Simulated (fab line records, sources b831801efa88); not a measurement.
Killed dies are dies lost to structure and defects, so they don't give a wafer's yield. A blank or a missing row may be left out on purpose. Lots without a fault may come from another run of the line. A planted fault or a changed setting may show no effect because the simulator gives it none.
Which tool did it? | flow sky130 | 6 lots, 18 wafers sampled, at 2 steps of a route of 708

WHAT THE GAUGES READ, wafer by wafer
SKY_VIA2_CD_MEAS_12: target cd 200 nm.
lot  | measured     | on        | cd_nm (nm)
L875 | day 37 21:56 | cd_sem-02 | 201.2 200.1 200.0
L878 | day 38 02:41 | cd_sem-01 | 201.8 201.6 201.5
L879 | day 38 16:50 | cd_sem-02 | 200.9 200.5 201.1
L883 | day 39 18:44 | cd_sem-01 | 201.1 200.1 201.4
L892 | day 42 03:51 | cd_sem-02 | 200.2 200.1 200.0
L895 | day 43 00:45 | cd_sem-01 | 201.1 201.3 201.9

WHICH TOOL RAN EACH LOT (tool, then ch and the chambers of the sampled wafers, then the start)
lot  | SKY_METAL2_DESCUM_17
L875 | rie_metal-04 ch 0,1, day 36 17:58
L878 | rie_metal-04 ch 0,1, day 36 23:36
L879 | rie_metal-02 ch 0, day 37 13:40
L883 | rie_metal-04 ch 0,1, day 38 16:27
L892 | rie_metal-03 ch 0,1, day 41 03:14
L895 | rie_metal-04 ch 0,1, day 42 00:09
- SKY_METAL2_DESCUM_17: chemistry O2, time 8 s.

THE ANSWER, worked out from the rows above alone
Rule: what is usual is taken from the lots themselves. Put in order of their means at a reading, lots are off if they are a third of the lots or fewer, leave a main group of 4 or more, and stand apart from it by a gap of 3 or more times the standard deviation of the main group's means; of several such gaps the widest counts. A main group whose means are all the same, to the digits that the tables above print for the reading, isn't used. A lot without any number at a reading at which 4 lots or more have one is off too. The other lots that the step has rows for count as sound.
No lot is off at any reading shown: from this, nothing can be told.

WHAT THE SIMULATOR HAD PUT IN
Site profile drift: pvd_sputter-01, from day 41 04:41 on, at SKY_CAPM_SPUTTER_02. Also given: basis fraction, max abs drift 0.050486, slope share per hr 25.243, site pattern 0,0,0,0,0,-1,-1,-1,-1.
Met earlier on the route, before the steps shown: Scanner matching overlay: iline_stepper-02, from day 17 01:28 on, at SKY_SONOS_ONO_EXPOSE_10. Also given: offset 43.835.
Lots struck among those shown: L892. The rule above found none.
